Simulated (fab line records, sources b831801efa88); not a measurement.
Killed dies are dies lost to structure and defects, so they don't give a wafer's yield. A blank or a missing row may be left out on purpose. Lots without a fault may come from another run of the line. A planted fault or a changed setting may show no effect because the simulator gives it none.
One fault seen from 2 desks | flow sky130 | each desk has only its own numbers; what lay behind them comes last

THE TOOL OWNER'S DESK: lpcvd-03
The tool's own readings at SKY_SONOS_ONO_CVD_04 (deposits SiO2 from SiH4/N2O, target thk 5.7199 nm): means of the sampled wafers that have a number, for each lot that ran on this tool. A lot is out of limits, marked OUT, if its mean lies more than 4 standard deviations from the usual mean; the brackets give that distance.
Columns: A = spike_tc_centre_C at SKY_SONOS_ONO_CVD_04, usual 900.4 C; B = spike_tc_upper_C at SKY_SONOS_ONO_CVD_04, usual 899.6 C; C = zone_power_centre_pct at SKY_SONOS_ONO_CVD_04, usual 17.4 %; D = zone_power_lower_pct at SKY_SONOS_ONO_CVD_04, usual 16.44 %; E = zone_power_upper_pct at SKY_SONOS_ONO_CVD_04, usual 16.67 %
lot  | first seen here | A               | B                | C               | D               | E
L870 | day 11 20:32    | 899.1           | 900.5            | 19.5            | 16.24           | 16.89
L871 | day 12 03:22    | 900.4           | 900.9            | 19.5            | 16.46           | 16.91
L872 | day 12 22:15    | 901.3           | 897.6            | 15.4            | 16.53           | 16.41
L875 | day 13 20:16    | 901.9           | 899.6            | 15.5            | 16.55           | 16.53
L876 | day 14 00:34    | 899.7           | 899.6            | 19.3            | 16.22           | 16.75
L877 | day 14 04:49    | 901.7           | 898.5            | 15.4            | 16.57           | 16.49
L881 | day 15 05:46    | 900.3           | 898.5            | 15.5            | 16.52           | 16.55
L882 | day 15 23:31    | 899.3           | 900.5            | 19.4            | 16.32           | 16.95
L883 | day 15 23:31    | 900.0           | 900.2            | 19.3            | 16.24           | 16.81
L884 | day 16 03:14    | 924.8 (+22) OUT | 895.9            | 22.6            | 12.47 (-21) OUT | 12.47 (-17) OUT
L885 | day 16 17:01    | 923.8 (+21) OUT | 894.3 (-4.1) OUT | 22.4            | 12.54 (-21) OUT | 12.43 (-17) OUT
L886 | day 17 00:35    | 922.6 (+20) OUT | 896.7            | 28.2 (+5.4) OUT | 12.34 (-22) OUT | 12.87 (-15) OUT
This desk's finding: out of limits on L884, L885, L886; first on L884, day 16 03:14 (spike_tc_centre_C at SKY_SONOS_ONO_CVD_04). In limits: L870, L871, L872, L875, L876, L877, L881, L882, L883.

THE METROLOGY DESK
What the gauges read, lot by lot, whatever tool the lot ran on: means of the sampled wafers that have a number. A lot is out of limits, marked OUT, if its mean lies more than 4 standard deviations from the usual mean; the brackets give that distance.
Columns: A = SONOS_ONO_CVD_04_THK at SKY_SONOS_ONO_THK_MEAS_05, usual 5.70 nm; B = LOCAL_INTERCONNECT_OVL at SKY_LOCAL_INTERCONNECT_OVL_MEAS_12, usual -3 nm
lot  | first seen here | A               | B
L870 | day 11 21:47    | 5.64            | -2
L871 | day 12 05:14    | 5.60            | -11
L872 | day 12 23:30    | 5.78            | -1
L875 | day 13 21:31    | 5.61            | -4
L876 | day 14 01:49    | 5.80            | -8
L877 | day 14 06:05    | 5.69            | 4
L881 | day 15 07:01    | 5.69            | -8
L883 | day 16 00:46    | 5.72            | 5
L882 | day 16 00:46    | 5.83            | -5
L884 | day 16 04:31    | 6.59 (+9.2) OUT | -7
L885 | day 16 18:16    | 6.12 (+4.3) OUT | -7
L886 | day 17 01:50    | 6.01            | -9
This desk's finding: out of limits on L884, L885; first on L884, day 16 04:31 (SONOS_ONO_CVD_04_THK at SKY_SONOS_ONO_THK_MEAS_05). In limits: L870, L871, L872, L875, L876, L877, L881, L883, L882, L886.

PUT TOGETHER
The tool owner's desk could have raised an alarm at day 16 03:14, on L884, L885, L886.
The metrology desk could have raised an alarm at day 16 04:31, on L884, L885.
The metrology desk has L886 on record, within its limits.
Of the lots named, all ran SKY_SONOS_ONO_CVD_04 on lpcvd-03.

WHAT THE SIMULATOR HAD PUT IN
Process parameter drift: lpcvd-03, from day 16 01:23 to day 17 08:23, at SKY_SONOS_ONO_CVD_04. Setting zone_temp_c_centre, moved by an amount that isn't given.
Lots struck among those shown: L884, L885, L886.
Hours from the fault's start to each desk's first reading out of limits: the tool owner's desk, 2; the metrology desk, 3.
